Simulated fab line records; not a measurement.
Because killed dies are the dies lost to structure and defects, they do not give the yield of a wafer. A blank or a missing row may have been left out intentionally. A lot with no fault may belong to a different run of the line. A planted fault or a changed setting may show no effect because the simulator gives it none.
fab line records	flow sky130
record: lots: 7	wafers: 21	lastDay: 50
route steps=708 shown LOCAL_INTERCONNECT@404 CONTACT@406 PAD_OPEN@708
lots with no fault: from the same line, run without faults
startH: hours from the record's first day to the start of the lot's first wafer shown	waitH: time in hours since the lot's previous step	" same as the row above	L1.1+2: a single row standing in for several wafers	- either no value or no given start	* or withheld: withheld	< > ~ a bound
route shown NAME@n: a module of which the file shows steps, and the number in the route of the first	usual: mean and standard deviation over wafers with no fault	same: alike in all rows	chamber/n: place in a boat	sites: per-site readings	_std_site: the values' standard deviation	_edge_site: outer sites' mean less inner sites'	radiusMm: how far each site lies from the wafer's centre	mask NAME#n: copy n	behind: the tool/chamber that last shaped the wafer	hold: reason for holding the lot/hours on hold/outcome of the hold	device: names the non-switching transistor (n, p or np)	end of line: the same wafers' tests at the end of the route	a step without rows: its recipe alone	killed: count of dies lost to structure and defects at first sort (not the wafer's yield)	map: shows each die of a wafer: x if killed, . if not, _ if none is there
set.NAME: the setting as run; set.NAME@STEP: as run at that earlier step	model.NAME: the simulator's own value behind a step, which no gauge read
lots at some steps of the route; a table a step, a row a wafer
services: from which hour (startH, from the record's first day; less than 0 if before it) a tool's chamber was out of use, for how many hours, and why
== steps ==
step: SKY_LOCAL_INTERCONNECT_CLEAN_17
recipe: chemistry: IPA	timeS: 180	tempC: 25
step: SKY_LOCAL_INTERCONNECT_CLEAN_18
recipe: chemistry: O3/DIW	dry: n2Spin
step: SKY_CONTACT_CVD_00
recipe: material: Si3N4	targetThkNm: 75	tempC: 400	timeS: withheld	rfW: 450
usual: heaterPowerW: 800/120	rfFwdPowerW: 444.4/1.9
lot.wafer	tool	chamber	startH	waitH	heaterPowerW	rfFwdPowerW
L567.1	pecvd-03	0	730.35	0.0	643	446.5
L567.3	"	1	"	"	931	442.2
L567.4	"	1	"	"	929	442.0
L570.2	pecvd-01	0	760.14	0.0	632	444.8
L570.4	"	1	"	"	716	442.9
L570.6	"	2	"	"	906	442.0
L575.2	pecvd-03	1	793.31	0.0	893	443.1
L575.3	"	0	"	"	660	446.8
L575.4	"	2	"	"	938	446.3
L577.2	pecvd-02	1	801.34	0.0	923	444.4
L577.3	"	0	"	"	782	446.4
L577.5	"	1	"	"	931	443.4
L578.2	pecvd-02	2	817.35	0.0	770	443.9
L578.3	"	1	"	"	900	443.7
L578.4	"	1	"	"	895	444.3
L584.2	pecvd-03	1	877.49	0.0	915	442.8
L584.3	"	2	"	"	907	446.7
L584.5	"	1	"	"	937	442.0
L585.1	pecvd-01	1	881.51	0.0	662	440.0
L585.3	"	0	"	"	721	444.7
L585.4	"	0	"	"	722	443.5
step: SKY_CONTACT_THK_MEAS_01
recipe: reads: Si3N4_of_CONTACT_CVD_00
usual: CONTACT_CVD_00_THK: 75.0/0.96
lot.wafer	tool	chamber	startH	waitH	CONTACT_CVD_00_THK[nm]
L567.1	filmMetro-04	-	730.39	-	74.4
L567.3	"	-	"	"	74.0
L567.4	"	-	"	"	74.7
L570.2	filmMetro-04	-	760.19	-	73.7
L570.4	"	-	"	"	74.2
L570.6	"	-	"	"	75.3
L575.2	filmMetro-02	-	793.36	-	74.7
L575.3	"	-	"	"	74.6
L575.4	"	-	"	"	76.4
L577.2	filmMetro-01	-	801.38	-	74.3
L577.3	"	-	"	"	73.5
L577.5	"	-	"	"	75.2
L578.2	filmMetro-02	-	817.39	-	75.4
L578.3	"	-	"	"	75.1
L578.4	"	-	"	"	76.5
L584.2	filmMetro-02	-	877.54	-	74.4
L584.3	"	-	"	"	74.8
L584.5	"	-	"	"	75.1
L585.1	filmMetro-01	-	881.54	-	73.6
L585.3	"	-	"	"	75.2
L585.4	"	-	"	"	75.2
step: SKY_CONTACT_HDPCVD_02
recipe: material: SiO2	targetThkNm: 565	sigmaOpenFrac: 0.3	timeS: 94.2	tempC: 600	sih4FlowSccm: 60	pressureMtorr: 6
step: SKY_CONTACT_THK_MEAS_03
recipe: reads: SiO2_of_CONTACT_HDPCVD_02
usual: CONTACT_HDPCVD_THK: 564/5.5
lot.wafer	tool	chamber	startH	waitH	CONTACT_HDPCVD_THK[nm]
L567.1	filmMetro-01	-	730.51	0.0	558
L567.3	"	-	"	"	558
L567.4	"	-	"	"	559
L570.2	filmMetro-02	-	760.32	0.0	565
L570.4	"	-	"	"	565
L570.6	"	-	"	"	566
L575.2	filmMetro-01	-	793.49	0.0	572
L575.3	"	-	"	"	574
L575.4	"	-	"	"	568
L577.2	filmMetro-02	-	801.51	0.0	563
L577.3	"	-	"	"	569
L577.5	"	-	"	"	570
L578.2	filmMetro-04	-	817.52	0.0	567
L578.3	"	-	"	"	564
L578.4	"	-	"	"	559
L584.2	filmMetro-04	-	877.67	0.0	549
L584.3	"	-	"	"	557
L584.5	"	-	"	"	561
L585.1	filmMetro-02	-	881.67	0.0	561
L585.3	"	-	"	"	560
L585.4	"	-	"	"	562
step: SKY_CONTACT_CMP_04
recipe: material: SiO2	downForcePsi: 4	platenRpm: 60	padVelocityMS: 0.94248
usual: motorCurrentA: 12.1/0.8	platenRpm: 60.00/0.041	timeToEndpointS: 82/3.3
lot.wafer	tool	chamber	startH	waitH	motorCurrentA	platenRpm	timeToEndpointS
L567.1	cmp-01	0	730.62	0.1	11.5	60.05	75
L567.4	"	1	"	"	12.4	60.05	77
L567.3	"	2	"	"	10.6	60.02	77
L570.2	cmp-01	0	760.37	0.0	11.6	59.96	81
L570.4	"	1	"	"	13.3	60.03	79
L570.6	"	1	"	"	12.6	60.05	83
L575.4	cmp-02	1	793.54	0.0	11.4	60.02	84
L575.3	"	2	"	"	13.5	59.99	86
L575.2	"	3	"	"	12.5	60.00	87
L577.3	cmp-02	0	801.61	0.1	11.6	60.05	81
L577.2	"	1	"	"	11.6	60.05	82
L577.5	"	0	"	"	12.0	60.03	83
L578.4	cmp-01	0	817.62	0.1	11.3	60.01	81
L578.3	"	1	"	"	12.2	59.99	83
L578.2	"	2	"	"	11.5	60.04	84
L584.3	cmp-01	3	877.77	0.1	12.5	59.99	78
L584.2	"	1	"	"	12.8	60.01	77
L584.5	"	2	"	"	11.3	59.92	81
L585.4	cmp-02	2	881.73	0.0	13.4	60.04	84
L585.3	"	3	"	"	12.1	60.00	81
L585.1	"	1	"	"	12.0	60.01	78
step: SKY_CONTACT_BOW_MEAS_05
recipe: mode: bow
usual: CONTACT_BOW: 82/7.5
lot.wafer	tool	chamber	startH	waitH	CONTACT_BOW[um]
L567.1	filmMetro-04	-	730.87	0.2	88
L567.3	"	-	"	"	89
L567.4	"	-	"	"	85
L570.2	filmMetro-02	-	760.69	0.3	86
L570.4	"	-	"	"	81
L570.6	"	-	"	"	90
L575.2	filmMetro-04	-	793.86	0.2	80
L575.3	"	-	"	"	93
L575.4	"	-	"	"	91
L577.2	filmMetro-01	-	801.88	0.2	80
L577.3	"	-	"	"	89
L577.5	"	-	"	"	87
L578.2	filmMetro-04	-	817.89	0.1	91
L578.3	"	-	"	"	97
L578.4	"	-	"	"	86
L584.2	filmMetro-02	-	878.04	0.1	91
L584.3	"	-	"	"	92
L584.5	"	-	"	"	83
L585.1	filmMetro-01	-	882.03	0.1	94
L585.3	"	-	"	"	91
L585.4	"	-	"	"	72
step: SKY_CONTACT_DEHYDRATE_06
recipe: tempC: 200	timeS: 60
step: SKY_CONTACT_HMDS_07
recipe: primeTimeS: 60	primeTempC: 120
step: SKY_CONTACT_COAT_08
recipe: resist: BARC	tempC: withheld	timeS: withheld	spinRpm: 3000	resistThkNm: 60
step: SKY_CONTACT_COAT_09
recipe: resist: KrF-thick	spinRpm: 3000	resistThkNm: 450
step: SKY_CONTACT_SOFTBAKE_10
recipe: tempC: 100	timeS: 90	resist: KrF-thick
usual: exhaustPa: 45.0/0.87	heaterPowerTotalW: 57.35/0.12	runLengthS: 119.26/0.12
lot.wafer	tool	chamber	startH	waitH	exhaustPa	heaterPowerTotalW	runLengthS
L567.1	lithoTrack-02	0	745	-	43.4	57.43	119.15
L567.3	"	0	"	"	44.0	57.62	119.21
L567.4	"	0	"	"	43.5	57.43	119.25
L570.2	lithoTrack-04	0	774	-	45.3	57.42	119.17
L570.4	"	0	"	"	44.3	57.48	119.20
L570.6	"	0	"	"	45.4	57.32	119.21
L575.2	lithoTrack-04	0	807	-	44.5	59.76	107.69
L575.3	"	0	"	"	44.4	57.41	119.21
L575.4	"	0	"	"	43.5	57.47	119.38
L577.2	lithoTrack-04	0	815	-	43.7	59.91	107.78
L577.3	"	0	"	"	46.7	57.21	119.17
L577.5	"	0	"	"	44.3	57.36	119.14
L578.2	lithoTrack-04	0	830	-	45.8	59.70	107.88
L578.3	"	0	"	"	44.9	57.58	119.34
L578.4	"	0	"	"	45.8	57.19	119.41
L584.2	lithoTrack-01	0	890	-	46.2	57.23	119.09
L584.3	"	0	"	"	46.3	57.38	119.49
L584.5	"	0	"	"	45.3	57.24	119.03
L585.1	lithoTrack-02	0	894	-	44.4	57.49	119.20
L585.3	"	0	"	"	44.6	57.26	119.17
L585.4	"	0	"	"	44.3	57.24	119.52
step: SKY_CONTACT_EXPOSE_11
recipe: maskId: CTM1	na: 0.8	sourceShape: annular	sigmaInner: 0.55	sigmaOuter: 0.85	targetCdNm: 170	doseMj: 38
step: SKY_PAD_OPEN_PROBE_99
usual: killed_at_M0_to_M3: 44/7.2	killed_at_M4_up: 3.1/1.7	killedAtContacts: 25/5.1	killedAtFrontEnd: 14/4.6	killedAtOther: 0.3/0.59	killedDies: 86/9.6	killedOpen: 47/7.4	killedShort: 39/6
same: grossDies: 492	killedAtBackSide: 0
lot.wafer	tool	chamber	startH	waitH	killed_at_M0_to_M3	killed_at_M4_up	killedAtContacts	killedAtFrontEnd	killedAtOther	killedDies	killedOpen	killedShort
L567.1	prober-01	-	1089.60	0.1	42	4	22	10	1	79	38	41
L567.3	prober-01	-	1089.70	0.2	48	3	18	10	0	79	43	36
L567.4	prober-01	-	1089.75	0.2	41	8	23	13	2	87	47	40
L570.2	prober-01	-	1112.65	0.1	54	3	24	13	0	94	45	49
L570.4	prober-01	-	1112.75	0.2	25	4	23	18	0	70	35	35
L570.6	prober-01	-	1112.85	0.2	44	1	24	12	0	81	45	36
L575.2	prober-02	-	1140.18	0.1	66	3	16	15	0	100	56	44
L575.3	prober-02	-	1140.23	0.2	43	3	33	14	0	93	46	47
L575.4	prober-02	-	1140.28	0.2	57	3	21	16	0	97	62	35
L577.2	prober-02	-	1143.61	0.1	45	0	16	15	0	76	40	36
L577.3	prober-02	-	1143.66	0.2	43	6	37	11	1	98	57	41
L577.5	prober-02	-	1143.76	0.2	43	6	26	14	0	89	49	40
L578.2	prober-01	-	1157.53	0.1	29	5	31	12	0	77	46	31
L578.3	prober-01	-	1157.58	0.2	53	2	20	11	0	86	49	37
L578.4	prober-01	-	1157.63	0.2	46	3	26	12	0	87	54	33
L584.2	prober-01	-	1194.20	0.1	50	2	22	15	0	89	54	35
L584.3	prober-01	-	1194.25	0.2	59	1	30	8	1	99	62	37
L584.5	prober-01	-	1194.35	0.2	40	2	25	14	0	81	42	39
L585.1	prober-01	-	1195.96	0.1	36	5	25	8	0	74	47	27
L585.3	prober-01	-	1196.06	0.2	46	4	28	8	0	86	43	43
L585.4	prober-01	-	1196.11	0.2	32	4	28	9	0	73	35	38
killed by level:class
L567.1 VIA1:geometricParticle:open=9 METAL1:geometricParticle:short=9 METAL2:geometricParticle:short=8 LI_CONTACT:geometricParticle:open=6 LOCAL_INTERCONNECT:geometricParticle:short=6 VIA3:geometricParticle:open=5 FIELD_ISO:geometricParticle:open=4 CONTACT:geometricParticle:open=4
L567.3 VIA1:geometricParticle:open=10 LOCAL_INTERCONNECT:geometricParticle:short=7 VIA3:geometricParticle:open=7 VIA2:geometricParticle:open=7 CONTACT:geometricParticle:open=6 METAL3:geometricParticle:short=5 METAL2:geometricParticle:short=5 FIELD_ISO:geometricParticle:open=4
L567.4 VIA3:geometricParticle:open=11 CONTACT:geometricParticle:open=8 VIA1:geometricParticle:open=7 LOCAL_INTERCONNECT:geometricParticle:short=6 METAL4:geometricParticle:short=6 FIELD_ISO:geometricParticle:open=4 POLY_CUT:geometricParticle:open=4 LI_CONTACT:geometricParticle:open=4
L570.2 METAL1:geometricParticle:short=12 VIA3:geometricParticle:open=8 VIA1:geometricParticle:open=8 CONTACT:geometricParticle:open=7 VIA2:geometricParticle:open=6 LI_CONTACT:geometricParticle:short=5 LI_CONTACT:geometricParticle:open=5 CONTACT:geometricParticle:short=5
L570.4 CONTACT:geometricParticle:open=10 FIELD_ISO:geometricParticle:open=6 LI_CONTACT:geometricParticle:short=6 VIA1:geometricParticle:open=6 CONTACT:geometricParticle:short=5 METAL4:geometricParticle:short=4 POLY_GATE:geometricParticle:open=3 POLY_GATE:geometricParticle:short=3
L570.6 METAL2:geometricParticle:short=9 CONTACT:geometricParticle:open=9 METAL1:geometricParticle:short=9 LI_CONTACT:geometricParticle:open=8 VIA1:geometricParticle:open=6 POLY_GATE:geometricParticle:open=4 VIA2:geometricParticle:open=4 LOCAL_INTERCONNECT:geometricParticle:short=4
L575.2 VIA1:geometricParticle:open=12 VIA2:geometricParticle:open=11 VIA3:geometricParticle:open=10 METAL2:geometricParticle:short=10 METAL1:geometricParticle:short=7 POLY_GATE:geometricParticle:open=6 VIA1:geometricParticle:short=6 CONTACT:geometricParticle:open=5
L575.3 CONTACT:geometricParticle:open=11 LI_CONTACT:geometricParticle:open=10 METAL2:geometricParticle:short=8 METAL1:geometricParticle:short=7 VIA1:geometricParticle:open=7 CONTACT:geometricParticle:short=7 VIA1:geometricParticle:short=6 VIA2:geometricParticle:open=6
L575.4 VIA1:geometricParticle:open=20 CONTACT:geometricParticle:open=10 METAL2:geometricParticle:short=9 VIA3:geometricParticle:open=7 VIA2:geometricParticle:open=6 FIELD_ISO:geometricParticle:open=4 POLY_GATE:geometricParticle:short=4 METAL1:geometricParticle:short=4
L577.2 VIA1:geometricParticle:open=13 METAL1:geometricParticle:short=6 VIA3:geometricParticle:open=6 FIELD_ISO:geometricParticle:short=5 CONTACT:geometricParticle:open=5 VIA3:geometricParticle:short=4 LI_CONTACT:geometricParticle:open=4 METAL2:geometricParticle:short=4
L577.3 CONTACT:geometricParticle:open=14 LI_CONTACT:geometricParticle:open=11 VIA1:geometricParticle:open=10 METAL1:geometricParticle:short=6 LOCAL_INTERCONNECT:geometricParticle:short=5 CONTACT:geometricParticle:short=5 VIA3:geometricParticle:open=5 FIELD_ISO:geometricParticle:open=4
L577.5 CONTACT:geometricParticle:open=14 VIA3:geometricParticle:open=11 VIA1:geometricParticle:open=9 FIELD_ISO:geometricParticle:short=5 METAL4:geometricParticle:short=5 LI_CONTACT:geometricParticle:open=4 CONTACT:geometricParticle:short=4 METAL1:geometricParticle:short=4
L578.2 LI_CONTACT:geometricParticle:open=14 VIA2:geometricParticle:open=8 CONTACT:geometricParticle:open=7 VIA1:geometricParticle:open=6 FIELD_ISO:geometricParticle:open=5 METAL4:geometricParticle:short=4 CONTACT:geometricParticle:short=4 FIELD_ISO:geometricParticle:short=3
L578.3 METAL1:geometricParticle:short=11 VIA2:geometricParticle:open=9 VIA3:geometricParticle:open=8 VIA1:geometricParticle:open=7 CONTACT:geometricParticle:open=6 VIA2:geometricParticle:short=6 FIELD_ISO:geometricParticle:short=5 LI_CONTACT:geometricParticle:open=4
L578.4 VIA1:geometricParticle:open=14 LI_CONTACT:geometricParticle:open=10 VIA2:geometricParticle:open=8 METAL2:geometricParticle:short=8 CONTACT:geometricParticle:open=7 LOCAL_INTERCONNECT:geometricParticle:short=5 FIELD_ISO:geometricParticle:short=4 VIA2:geometricParticle:short=4
L584.2 VIA1:geometricParticle:open=19 LI_CONTACT:geometricParticle:open=7 POLY_GATE:geometricParticle:open=6 CONTACT:geometricParticle:open=6 VIA1:geometricParticle:short=6 VIA2:geometricParticle:open=5 LOCAL_INTERCONNECT:geometricParticle:short=4 VIA3:geometricParticle:open=4
L584.3 CONTACT:geometricParticle:open=12 VIA1:geometricParticle:open=10 VIA2:geometricParticle:open=10 LI_CONTACT:geometricParticle:open=9 VIA3:geometricParticle:open=9 METAL2:geometricParticle:short=7 VIA1:geometricParticle:short=4 VIA3:geometricParticle:short=4
L584.5 CONTACT:geometricParticle:open=9 METAL1:geometricParticle:short=7 LI_CONTACT:geometricParticle:open=6 VIA3:geometricParticle:open=6 VIA1:geometricParticle:open=6 VIA2:geometricParticle:open=6 FIELD_ISO:geometricParticle:open=5 VIA1:geometricParticle:short=5
L585.1 LI_CONTACT:geometricParticle:open=13 VIA2:geometricParticle:open=7 VIA1:geometricParticle:open=7 VIA3:geometricParticle:open=6 CONTACT:geometricParticle:open=5 METAL1:geometricParticle:short=4 VIA1:geometricParticle:short=4 POLY_GATE:geometricParticle:short=3
L585.3 VIA2:geometricParticle:open=10 LI_CONTACT:geometricParticle:open=10 VIA1:geometricParticle:open=10 CONTACT:geometricParticle:open=8 VIA1:geometricParticle:short=6 METAL2:geometricParticle:short=6 LI_CONTACT:geometricParticle:short=5 VIA3:geometricParticle:short=5
L585.4 LI_CONTACT:geometricParticle:open=11 VIA1:geometricParticle:open=8 LOCAL_INTERCONNECT:geometricParticle:short=7 METAL1:geometricParticle:short=6 CONTACT:geometricParticle:short=5 VIA2:geometricParticle:open=5 VIA3:geometricParticle:open=4 METAL4:geometricParticle:short=4
== services ==
tool	chamber	startH	hours	kind
cmp-01	-	707.45	2.2	repair
cmp-02	-	722.43	19.7	pm
cmp-01	-	733.01	1.4	repair
cmp-01	-	744.28	4.0	pm
pecvd-03	1	744.94	6.2	repair
cmp-01	-	748.28	-	consumableReplace:conditioner
cmp-01	-	748.28	-	consumableReplace:pad
cmp-02	-	749.41	0.6	repair
pecvd-03	1	751.15	5.5	scheduledDown
cmp-02	-	755.30	1.5	repair
cmp-02	-	779.36	0.4	repair
pecvd-01	2	779.71	2.1	scheduledDown
cmp-01	-	780.13	12.3	pm
pecvd-01	2	794.76	13.9	repair
pecvd-03	-	796.80	1.3	repair
pecvd-03	0	806.74	5.7	repair
cmp-02	-	815.39	3.4	repair
cmp-02	-	830.64	2.1	repair
pecvd-03	-	835.11	8.0	repair
cmp-01	-	835.15	3.0	repair
cmp-02	-	852.74	4.4	repair
pecvd-02	0	868.79	19.8	repair
pecvd-02	-	874.45	2.8	pm
pecvd-03	0	887.11	5.5	scheduledDown
== key ==
firstSign: step: SKY_CONTACT_SOFTBAKE_10	reading: runLengthS	direction: down	sigmas: 97	usual: *	struck: *
effect: step: SKY_CONTACT_SOFTBAKE_10	reading: heaterPowerTotalW	direction: up	sigmas: 21	usual: *	struck: *
metAt SKY_CONTACT_SOFTBAKE_10
struckWafers L575.2,L577.2,L578.2
testerLeftOut L575,L577,L578
onsetBetween 774 807
fault: kind: processParameterDrift	tool: lithoTrack-04	chamber: -	onsetH: 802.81	steps: SKY_CONTACT_SOFTBAKE_10	channel: timeS	offset: *	shape: step	endH: 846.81	scope: struckWafersOnly	actsIn: *	stated: *
testerLeftOut: of these lots the tester's yield and bins aren't shown, on N5 and GAA mostly nor the transistor test; their killed dies are dies lost to structure and defects alone, not to doping, threshold or leakage, so they don't give the yield
